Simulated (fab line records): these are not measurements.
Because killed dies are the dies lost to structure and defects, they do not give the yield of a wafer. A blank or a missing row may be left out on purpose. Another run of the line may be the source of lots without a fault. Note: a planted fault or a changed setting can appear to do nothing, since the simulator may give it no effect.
A lot that was struck, set against a sound lot -- flow sky130 -- 15 steps out of a route of 708
Sound: these wafers, L662.1, L662.4, L662.6. Wafers struck: L669.1, L669.2, L669.3. The cause is named last.
Each step with rows lists, per side, the tool, then ch with its chambers, then its first start. Under that, the readings that differ: sound wafers -- struck wafers -- difference of the means -- sigmas: that difference in standard deviations of wafers without a fault.
alike: same words and numbers on both sides, and readings whose means sit less than 2 such deviations apart. not compared: any withheld reading, any reading some wafer has no value for, any bound like >300 that may hide the same value, and any number with overlapping values for which the record gives no deviation.
A row with sigmas, a row that says differs or no value, or rows on one side alone: a step with any of these is where the two part. Numbers that have no deviation but don't overlap get no sigmas and don't part them. A reading missing from all wafers of one side parts the sides only when that side holds two or more wafers.

first, 8 steps without rows for these wafers: SKY_LOCAL_INTERCONNECT_DEHYDRATE_03 (time 60 s); SKY_LOCAL_INTERCONNECT_HMDS_04 (prime time 60 s); SKY_LOCAL_INTERCONNECT_COAT_05 (resist thk 60 nm); SKY_LOCAL_INTERCONNECT_COAT_06 (resist thk 450 nm); SKY_LOCAL_INTERCONNECT_SOFTBAKE_07 (time 90 s); SKY_LOCAL_INTERCONNECT_EXPOSE_08 (exposes mask LI1M, target cd 170 nm); SKY_LOCAL_INTERCONNECT_PEB_09; SKY_LOCAL_INTERCONNECT_DEVELOP_10 (develop time 60 s).
SKY_LOCAL_INTERCONNECT_CD_MEAS_11 targets a cd of 170 nm.
  sound on cdSem-01, day 31 17:31; struck on cdSem-01, day 33 15:26
  alike: cdNm
SKY_LOCAL_INTERCONNECT_OVL_MEAS_12:
  sound on overlay-01, day 31 17:38; struck on overlay-02, day 33 15:34
  alike: LOCAL_INTERCONNECT_OVL
SKY_LOCAL_INTERCONNECT_ETCH_13: etches BARC in N2/H2, stops on SiO2, time 45.9 s, target depth 60 nm.
  sound on rieMetal-04 ch 0,1, day 31 17:40; struck on rieMetal-02 ch 1, day 33 15:35
  alike: drypumpMotorCurrentA, heBacksideLeakSccm, oesProductAu, rfFwdPowerW, throttleValvePct
  not compared: rfHoursCounterH
SKY_LOCAL_INTERCONNECT_METAL_ETCH_14: etches TiN in Cl2/BCl3, stops on PSG, target depth 110 nm, time 31.4 s.
  sound on rieMetal-04 ch 0,1, day 31 17:44; struck on rieMetal-02 ch 1, day 33 15:43
  alike: bcl3FlowSccm, drypumpMotorCurrentA, heBacksideLeakSccm, oesProductAu, rfFwdPowerW, throttleValvePct
  not compared: rfHoursCounterH
SKY_LOCAL_INTERCONNECT_STRIP_15: strips in O2/N2.
  sound on plasmaAsher-04 ch 0,1, day 31 17:47; struck on plasmaAsher-03 ch 0,1, day 33 15:49
reading,sound,struck,difference,sigmas
chamberPressureMTorr (mTorr),1499.5 1501.7 1499.0,1202.9 1201.6 1198.8,-299.0,-99 or more
stripTimeToEndpointS (s),4.665 4.701 4.715,5.053 5.060 5.034,+0.355,+19
  alike: drypumpMotorCurrentA, oesProductAu
  not compared: rfHoursCounterH
then, 1 step without rows for these wafers: SKY_LOCAL_INTERCONNECT_STRIP_16 (strips in post etch residue remover, time 1200 s).
-- record jumps: 15 days separate the struck wafers' starts on either side; left off in module LOCAL_INTERCONNECT, taken up again in module PAD_OPEN, whose first shown step is the route's number 708 --
SKY_PAD_OPEN_PROBE_99:
  sound on prober-02, day 46 21:03; struck on prober-01, day 48 05:36
  alike: killed_at_M0_to_M3, killed_at_M4_up, killedAtContacts, killedAtFrontEnd, killedAtOther, killedDies, killedOnRim, killedOpen, killedShort

## WHERE THEY PART
Only at SKY_LOCAL_INTERCONNECT_STRIP_15, as far as this record shows. Later steps at which nothing parts them and some readings are alike: SKY_PAD_OPEN_PROBE_99.

WHY: whatever the simulator had introduced
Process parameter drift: plasmaAsher-03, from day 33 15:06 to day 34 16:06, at SKY_LOCAL_INTERCONNECT_STRIP_15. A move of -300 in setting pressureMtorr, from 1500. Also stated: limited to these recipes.
